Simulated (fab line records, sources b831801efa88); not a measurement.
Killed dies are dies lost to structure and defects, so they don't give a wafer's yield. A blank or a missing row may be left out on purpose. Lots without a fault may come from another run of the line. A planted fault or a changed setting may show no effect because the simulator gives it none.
Which tool did it? | flow sky130 | 24 lots, 72 wafers sampled, at 1 step of a route of 708

WHAT THE GAUGES READ, wafer by wafer
SKY_CONTACT_THK_MEAS_26: measures by xrf. Usual: CONTACT_W_THK 341 nm, standard deviation 4.1.
lot  | measured     | on            | CONTACT_W_THK (nm) | flag
L074 | day 31 13:35 | film_metro-04 | 335 332 344        |
L075 | day 31 13:36 | film_metro-03 | 337 344 338        |
L076 | day 32 00:01 | film_metro-03 | 347 341 344        |
L077 | day 32 03:32 | film_metro-03 | 339 342 347        |
L078 | day 32 08:11 | film_metro-03 | 334 343 338        |
L079 | day 32 21:11 | film_metro-01 | 345 342 343        |
L080 | day 33 05:14 | film_metro-04 | 338 341 339        |
L081 | day 34 04:55 | film_metro-01 | 344 341 343        |
L082 | day 34 11:51 | film_metro-03 | 335 339 335        |
L083 | day 34 12:34 | film_metro-04 | 342 345 343        |
L084 | day 34 20:44 | film_metro-03 | 335 344 338        |
L085 | day 35 00:41 | film_metro-04 | 346 343 345        |
L087 | day 36 04:38 | film_metro-03 | 337 339 347        |
L086 | day 36 05:47 | film_metro-03 | 335 334 335        |
L088 | day 36 08:46 | film_metro-03 | 334 339 342        |
L089 | day 36 18:59 | film_metro-01 | 340 343 338        |
L092 | day 36 21:42 | film_metro-03 | 341 338 339        |
L090 | day 36 23:41 | film_metro-01 | 345 349 345        |
L091 | day 37 02:33 | film_metro-01 | 340 336 337        |
L093 | day 37 07:07 | film_metro-03 | 335 332 341        |
L094 | day 37 12:58 | film_metro-04 | 343 346 346        |
L095 | day 37 23:14 | film_metro-01 | 329 333 335        |
L096 | day 38 09:39 | film_metro-01 | 336 342 338        |
L097 | day 38 13:31 | film_metro-04 | 339 344 336        |

WHICH TOOL RAN EACH LOT (tool, then ch and the chambers of the sampled wafers, then the start)
The record holds no process step before these readings.

WHAT THE TOOLS THEMSELVES READ (means of the sampled wafers that have a number; where no wafer has one, the mark that the record gives instead)
The record holds no such reading with a usual standard deviation.

THE ANSWER, worked out from the rows above alone
Rule: a lot is off if the mean of its wafers that have a number lies more than 3 standard deviations from the usual mean. A lot without any number at a reading at which 4 lots or more have one is off too. The other lots that the step has rows for count as sound. The gauges are gone through in route order, then the tools' own readings, and for those a lot's mean is taken as printed above. The first step at which some lot is off is used, and at that step the reading that is off furthest; a lot without a number counts as furthest.
No lot is off at any reading shown: from this, nothing can be told.

WHAT THE SIMULATOR HAD PUT IN
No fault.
